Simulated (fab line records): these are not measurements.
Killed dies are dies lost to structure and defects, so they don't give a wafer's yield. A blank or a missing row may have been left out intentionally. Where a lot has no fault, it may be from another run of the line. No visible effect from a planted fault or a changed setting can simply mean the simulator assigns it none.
Chamber matching ; flow gf180mcu ; cmp-02 running GF_V4_CMP_04: 4 sister chambers
The step polishes SiO2. 8 wafers are shown with their chamber, then 10 later ones without.

== EACH WAFER AND ITS CHAMBER ==
wafer;chamber;motor-current-A (A);time-to-endpoint-s (s)
L080.3;3;12.0;82
L080.5;0;13.7;91
L083.6;0;14.3;84
L085.2;3;12.5;87
L085.4;2;12.2;91
L085.6;1;13.3;87
L087.1;2;11.9;80
L087.3;1;12.4;85

== WAFERS WITHOUT THEIR CHAMBER ==
wafer;motor-current-A (A);time-to-endpoint-s (s)
L087.4;13.8;84
L091.3;13.1;89
L091.4;13.6;90
L091.6;12.9;92
L094.1;14.3;76
L094.2;12.6;78
L094.5;12.1;83
L096.2;12.3;74
L096.3;12.6;85
L096.4;13.4;85

== EACH ONE'S CHAMBER ==
wafer;from the rows above;in truth
L087.4;can't be placed: 0 or 1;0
L091.3;can't be placed: 1 or 0 or 3 or 2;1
L091.4;can't be placed: 0 or 1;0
L091.6;can't be placed: 1 or 3 or 2 or 0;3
L094.1;can't be placed: 0 or 1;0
L094.2;can't be placed: 3 or 1 or 2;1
L094.5;can't be placed: 3 or 2 or 1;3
L096.2;can't be placed: 3 or 2 or 1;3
L096.3;can't be placed: 1 or 3 or 2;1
L096.4;can't be placed: 1 or 0 or 3 or 2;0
Correctly placed: 0 of 10. Cannot be placed on the basis of these rows: 10; the candidates contain the true chamber in 10. 0 placed wrongly.
How it was worked out, from the rows above alone: a wafer's distance from a chamber is the root of the sum, over the readings, of the square of ((its reading less the chamber's mean) divided by the reading's scatter). If the next closest chamber is less than 2 further off than the closest, the wafer can't be placed; otherwise it belongs to the closest. A chamber's mean is the mean of its shown wafers. How the scatter is found: for the shown wafers, subtract from each reading the mean of its chamber, square and add these, divide the total by (wafers less chambers), then take the root.
